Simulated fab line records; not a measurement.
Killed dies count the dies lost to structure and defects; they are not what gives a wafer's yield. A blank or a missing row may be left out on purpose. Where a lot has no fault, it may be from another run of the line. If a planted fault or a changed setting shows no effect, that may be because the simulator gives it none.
fab line records ; flow sky130
record lots=14; wafers=42; last-day=50
route steps=708 shown NWELL@68 VT_ADJUST_LVTN@116 GATE_OXIDE@201 POLY_GATE@235
lots that met no fault: taken from a fault-free run of the same line
start-h: hours from the record's opening day to when the first of the lot's shown wafers began ; wait-h: hours from the lot's prior step to this one ; " the same as in the row above ; L1.1+2: a row that stands for several wafers ; - value missing, or start not given ; * or withheld: withheld ; < > ~ a bound
route shown NAME@n: NAME is a module with steps in the file, n the number in the route of the first one ; usual: mean and standard deviation over wafers with no fault ; same: alike in all rows ; chamber/n: place in a boat ; sites: readings site by site ; _std_site: their standard deviation ; _edge_site: mean of outer sites minus mean of inner sites ; radius-mm: how far each site lies from the wafer's centre ; mask NAME#n: copy n ; behind: tool/chamber where the wafer was last shaped ; hold: reason for holding the lot/hours on hold/outcome of the hold ; device: the n, p or np transistor that did not switch ; end of line: the same wafers' tests at the end of the route ; a step with no rows: only its recipe ; killed: dies lost to structure and defects at the first sort, not the wafer's yield ; map: a wafer's dies, x killed, . not, _ none there
set.NAME: the setting the step ran with; set.NAME@STEP: the setting that earlier step ran with ; model.NAME: the simulator's own value behind a step, which no gauge read
one table for each step of the route and one row for each wafer, over a sample of lots
services: from which hour (start-h, from the record's first day; less than 0 if before it) a tool's chamber was out of use, for how many hours, and why
## steps
# step SKY_NWELL_TW_MEAS_15
# usual NWELL_TW=1820/20
lot.wafer;tool;chamber;start-h;wait-h;NWELL_TW
L786.1;film-metro-04;-;92.53;0.1;1832
L786.3;film-metro-04;-;92.53;0.1;1831
L786.6;film-metro-04;-;92.53;0.1;1837
L787.4;film-metro-01;-;96.14;0.1;1805
L787.5;film-metro-01;-;96.14;0.1;1796
L787.6;film-metro-01;-;96.14;0.1;1802
L789.1;film-metro-02;-;110.93;0.1;1849
L789.2;film-metro-02;-;110.93;0.1;1844
L789.5;film-metro-02;-;110.93;0.1;1848
L791.1;film-metro-04;-;116.98;0.1;1824
L791.2;film-metro-04;-;116.98;0.1;1830
L791.5;film-metro-04;-;116.98;0.1;1824
L792.1;film-metro-04;-;125.01;0.1;1814
L792.2;film-metro-04;-;125.01;0.1;1813
L792.6;film-metro-04;-;125.01;0.1;1818
L797.2;film-metro-01;-;157.45;0.2;1800
L797.3;film-metro-01;-;157.45;0.2;1796
L797.4;film-metro-01;-;157.45;0.2;1800
L798.1;film-metro-01;-;162.35;0.1;1797
L798.3;film-metro-01;-;162.35;0.1;1807
L798.4;film-metro-01;-;162.35;0.1;1808
L799.3;film-metro-04;-;168.00;0.1;1831
L799.4;film-metro-04;-;168.00;0.1;1840
L799.6;film-metro-04;-;168.00;0.1;1826
L800.3;film-metro-04;-;172.60;0.1;1830
L800.4;film-metro-04;-;172.60;0.1;1832
L800.6;film-metro-04;-;172.60;0.1;1834
L803.2;film-metro-01;-;192.01;0.1;1809
L803.3;film-metro-01;-;192.01;0.1;1804
L803.6;film-metro-01;-;192.01;0.1;1802
L805.2;film-metro-01;-;201.89;0.1;1784
L805.3;film-metro-01;-;201.89;0.1;1792
L805.5;film-metro-01;-;201.89;0.1;1803
L804.1;film-metro-01;-;207.43;0.1;1782
L804.3;film-metro-01;-;207.43;0.1;1799
L804.5;film-metro-01;-;207.43;0.1;1799
L807.1;film-metro-04;-;214.70;0.1;1832
L807.2;film-metro-04;-;214.70;0.1;1837
L807.4;film-metro-04;-;214.70;0.1;1834
L808.1;film-metro-01;-;219.55;0.1;1800
L808.4;film-metro-01;-;219.55;0.1;1812
L808.5;film-metro-01;-;219.55;0.1;1797
# step SKY_VT_ADJUST_LVTN_IMPLANT_19
# recipe species=B; energy-kev=30; dose-cm2=6.5e+11; tilt-deg=withheld
# usual beam-energy-keV=30.000/0.0083; beam-on-s=10.00/0.2
lot.wafer;tool;chamber;start-h;wait-h;beam-energy-keV;beam-on-s
L786.1;implanter-03;0;168.50;0.0;29.991;9.95
L786.3;implanter-03;0;168.50;0.0;29.991;9.82
L786.6;implanter-03;0;168.50;0.0;29.985;10.05
L787.4;implanter-04;0;174.05;0.1;29.996;10.05
L787.5;implanter-04;0;174.05;0.1;29.990;10.05
L787.6;implanter-04;0;174.05;0.1;30.007;10.12
L789.1;implanter-03;0;190.66;0.0;29.989;9.87
L789.2;implanter-03;0;190.66;0.0;29.998;9.88
L789.5;implanter-03;0;190.66;0.0;29.998;9.69
L791.1;implanter-04;0;197.40;0.0;29.988;10.14
L791.2;implanter-04;0;197.40;0.0;29.997;10.36
L791.5;implanter-04;0;197.40;0.0;30.007;10.10
L792.1;implanter-03;0;205.76;0.0;30.014;9.78
L792.2;implanter-03;0;205.76;0.0;29.987;10.09
L792.6;implanter-03;0;205.76;0.0;29.998;10.07
L797.2;implanter-04;-;244.45;0.0;-;-
L797.3;implanter-04;-;244.45;0.0;-;-
L797.4;implanter-04;-;244.45;0.0;-;-
L798.1;implanter-04;-;249.81;0.0;-;-
L798.3;implanter-04;-;249.81;0.0;-;-
L798.4;implanter-04;-;249.81;0.0;-;-
L799.3;implanter-04;0;256.98;0.1;30.000;10.26
L799.4;implanter-04;0;256.98;0.1;30.001;9.93
L799.6;implanter-04;0;256.98;0.1;30.002;10.26
L800.3;implanter-02;0;260.35;0.1;30.000;9.91
L800.4;implanter-02;0;260.35;0.1;30.011;9.96
L800.6;implanter-02;0;260.35;0.1;29.993;9.96
L803.2;implanter-04;0;283.92;0.0;29.995;9.80
L803.3;implanter-04;0;283.92;0.0;30.011;10.16
L803.6;implanter-04;0;283.92;0.0;30.006;10.04
L805.2;implanter-03;0;296.63;0.0;30.017;9.57
L805.3;implanter-03;0;296.63;0.0;30.006;10.11
L805.5;implanter-03;0;296.63;0.0;30.013;9.75
L804.1;implanter-02;0;302.53;0.0;30.000;9.49
L804.3;implanter-02;0;302.53;0.0;30.007;9.84
L804.5;implanter-02;0;302.53;0.0;30.019;10.14
L807.1;implanter-03;0;309.65;0.0;29.998;10.15
L807.2;implanter-03;0;309.65;0.0;30.006;9.96
L807.4;implanter-03;0;309.65;0.0;30.009;9.86
L808.1;implanter-04;0;316.08;0.0;30.009;9.63
L808.4;implanter-04;0;316.08;0.0;30.009;9.88
L808.5;implanter-04;0;316.08;0.0;30.003;9.90
# step SKY_VT_ADJUST_LVTN_TW_MEAS_21
# usual VT_ADJUST_LVTN_2_TW=188.1/1.9
lot.wafer;tool;chamber;start-h;wait-h;VT_ADJUST_LVTN_2_TW
L786.1;film-metro-03;-;168.75;0.1;187.2
L786.3;film-metro-03;-;168.75;0.1;187.1
L786.6;film-metro-03;-;168.75;0.1;188.6
L787.4;film-metro-03;-;174.26;0.1;186.6
L787.5;film-metro-03;-;174.26;0.1;187.5
L787.6;film-metro-03;-;174.26;0.1;187.6
L789.1;film-metro-03;-;190.91;0.1;187.2
L789.2;film-metro-03;-;190.91;0.1;186.7
L789.5;film-metro-03;-;190.91;0.1;187.6
L791.1;film-metro-01;-;197.65;0.1;185.8
L791.2;film-metro-01;-;197.65;0.1;185.3
L791.5;film-metro-01;-;197.65;0.1;186.6
L792.1;film-metro-03;-;206.01;0.1;188.5
L792.2;film-metro-03;-;206.01;0.1;187.9
L792.6;film-metro-03;-;206.01;0.1;188.7
L797.2;film-metro-03;-;244.69;0.1;30.1
L797.3;film-metro-03;-;244.69;0.1;30.2
L797.4;film-metro-03;-;244.69;0.1;29.9
L798.1;film-metro-01;-;250.17;0.2;29.7
L798.3;film-metro-01;-;250.17;0.2;29.8
L798.4;film-metro-01;-;250.17;0.2;29.7
L799.3;film-metro-02;-;257.20;0.1;189.7
L799.4;film-metro-02;-;257.20;0.1;190.0
L799.6;film-metro-02;-;257.20;0.1;190.0
L800.3;film-metro-02;-;260.57;0.1;190.2
L800.4;film-metro-02;-;260.57;0.1;189.9
L800.6;film-metro-02;-;260.57;0.1;190.7
L803.2;film-metro-03;-;284.16;0.1;187.4
L803.3;film-metro-03;-;284.16;0.1;188.5
L803.6;film-metro-03;-;284.16;0.1;188.3
L805.2;film-metro-03;-;296.86;0.1;186.7
L805.3;film-metro-03;-;296.86;0.1;188.3
L805.5;film-metro-03;-;296.86;0.1;186.5
L804.1;film-metro-01;-;302.78;0.1;185.0
L804.3;film-metro-01;-;302.78;0.1;184.2
L804.5;film-metro-01;-;302.78;0.1;186.0
L807.1;film-metro-01;-;309.90;0.1;185.6
L807.2;film-metro-01;-;309.90;0.1;186.3
L807.4;film-metro-01;-;309.90;0.1;185.0
L808.1;film-metro-03;-;316.32;0.1;188.3
L808.4;film-metro-03;-;316.32;0.1;188.4
L808.5;film-metro-03;-;316.32;0.1;187.4
# step SKY_GATE_OXIDE_TW_MEAS_14
# usual GATE_OXIDE_TW=224.9/2.5
lot.wafer;tool;chamber;start-h;wait-h;GATE_OXIDE_TW
L786.1;film-metro-02;-;312.93;0.1;228.2
L786.3;film-metro-02;-;312.93;0.1;226.7
L786.6;film-metro-02;-;312.93;0.1;227.1
L787.4;film-metro-02;-;323.34;0.1;226.1
L787.5;film-metro-02;-;323.34;0.1;227.1
L787.6;film-metro-02;-;323.34;0.1;227.3
L789.1;film-metro-04;-;343.14;0.1;226.0
L789.2;film-metro-04;-;343.14;0.1;225.2
L789.5;film-metro-04;-;343.14;0.1;227.5
L791.1;film-metro-04;-;352.51;0.1;225.2
L791.2;film-metro-04;-;352.51;0.1;225.1
L791.5;film-metro-04;-;352.51;0.1;225.6
L792.1;film-metro-01;-;362.06;0.1;221.5
L792.2;film-metro-01;-;362.06;0.1;222.0
L792.6;film-metro-01;-;362.06;0.1;220.5
L800.3;film-metro-02;-;429.68;0.1;226.3
L800.4;film-metro-02;-;429.68;0.1;226.9
L800.6;film-metro-02;-;429.68;0.1;225.9
L799.3;film-metro-01;-;429.68;0.1;220.1
L799.4;film-metro-01;-;429.68;0.1;220.5
L799.6;film-metro-01;-;429.68;0.1;220.0
L803.2;film-metro-02;-;463.31;0.1;227.1
L803.3;film-metro-02;-;463.31;0.1;225.8
L803.6;film-metro-02;-;463.31;0.1;226.8
L805.2;film-metro-02;-;475.46;0.1;227.0
L805.3;film-metro-02;-;475.46;0.1;226.1
L805.5;film-metro-02;-;475.46;0.1;227.0
L804.1;film-metro-01;-;483.15;0.1;222.3
L804.3;film-metro-01;-;483.15;0.1;222.5
L804.5;film-metro-01;-;483.15;0.1;221.5
L807.1;film-metro-02;-;492.53;0.1;227.0
L807.2;film-metro-02;-;492.53;0.1;226.9
L807.4;film-metro-02;-;492.53;0.1;227.3
L808.1;film-metro-01;-;501.06;0.1;221.7
L808.4;film-metro-01;-;501.06;0.1;221.1
L808.5;film-metro-01;-;501.06;0.1;221.8
# step SKY_POLY_GATE_THK_MEAS_21
# recipe reads=SiO2_of_POLY_GATE_OXIDATION_20
# usual POLY_GATE_OXIDATION_THK=4.00/0.077
lot.wafer;tool;chamber;start-h;wait-h;POLY_GATE_OXIDATION_THK[nm]
L786.1;film-metro-03;-;376.90;0.0;3.99
L786.3;film-metro-03;-;376.90;0.0;3.99
L786.6;film-metro-03;-;376.90;0.0;4.00
L787.4;film-metro-01;-;389.76;0.0;3.89
L787.5;film-metro-01;-;389.76;0.0;3.85
L787.6;film-metro-01;-;389.76;0.0;3.92
L789.1;film-metro-04;-;410.28;0.0;3.99
L789.2;film-metro-04;-;410.28;0.0;4.01
L789.5;film-metro-04;-;410.28;0.0;4.06
L791.1;film-metro-01;-;419.76;0.0;4.06
L791.2;film-metro-01;-;419.76;0.0;4.10
L791.5;film-metro-01;-;419.76;0.0;4.19
L792.1;film-metro-04;-;430.63;0.0;4.08
L792.2;film-metro-04;-;430.63;0.0;3.95
L792.6;film-metro-04;-;430.63;0.0;3.92
L799.3;film-metro-03;-;499.29;0.0;4.03
L799.4;film-metro-03;-;499.29;0.0;4.05
L799.6;film-metro-03;-;499.29;0.0;4.00
L800.3;film-metro-03;-;500.54;0.0;4.04
L800.4;film-metro-03;-;500.54;0.0;4.06
L800.6;film-metro-03;-;500.54;0.0;4.05
L803.2;film-metro-03;-;532.38;0.0;3.98
L803.3;film-metro-03;-;532.38;0.0;3.96
L803.6;film-metro-03;-;532.38;0.0;3.88
L805.2;film-metro-01;-;542.80;0.0;3.92
L805.3;film-metro-01;-;542.80;0.0;3.86
L805.5;film-metro-01;-;542.80;0.0;3.91
L804.1;film-metro-01;-;552.41;0.0;4.01
L804.3;film-metro-01;-;552.41;0.0;3.96
L804.5;film-metro-01;-;552.41;0.0;3.93
L807.1;film-metro-04;-;559.21;0.0;3.97
L807.2;film-metro-04;-;559.21;0.0;4.00
L807.4;film-metro-04;-;559.21;0.0;4.04
L808.1;film-metro-03;-;568.15;0.0;3.94
L808.4;film-metro-03;-;568.15;0.0;3.87
L808.5;film-metro-03;-;568.15;0.0;3.88
## services
tool;chamber;start-h;hours;kind
implanter-04;-;163.56;3.8;repair
implanter-02;-;238.12;1.6;repair
implanter-04;-;295.93;12.3;repair
implanter-03;-;302.09;2.9;repair
## key
first-sign step=SKY_VT_ADJUST_LVTN_IMPLANT_19; reading=tool-record; direction=missing
effect step=SKY_VT_ADJUST_LVTN_TW_MEAS_21; reading=VT_ADJUST_LVTN_2_TW; direction=down; sigmas=84; usual=188.1; struck=29.9
met-at SKY_VT_ADJUST_LVTN_IMPLANT_19
struck-lots L797,L798
later-rows-left-out L797.2,L797.3,L797.4,L798.1,L798.3,L798.4
sort-left-out L797.2,L797.3,L797.4,L798.1,L798.3,L798.4
tester-left-out L797,L798
not-acting-at SKY_NWELL_TW_MEAS_15,SKY_GATE_OXIDE_TW_MEAS_14,SKY_POLY_GATE_THK_MEAS_21
onset-between 197.40 244.45
fault kind=skipped-step-whole; tool=implanter-04; chamber=-; onset-h=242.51; steps=SKY_VT_ADJUST_LVTN_IMPLANT_19; scope=struck-lots-only
# tester-left-out: of these lots the tester's yield and bins aren't shown, on N5 and GAA mostly nor the transistor test; their killed dies are dies lost to structure and defects alone, not to doping, threshold or leakage, so they don't give the yield
# sort-left-out: the simulated sort isn't trusted on such a fault, so these wafers' sort isn't shown, and their yield isn't known
# later-rows-left-out: the simulator's readings of these wafers behind a module that went badly wrong aren't trusted and aren't shown, but for the sort
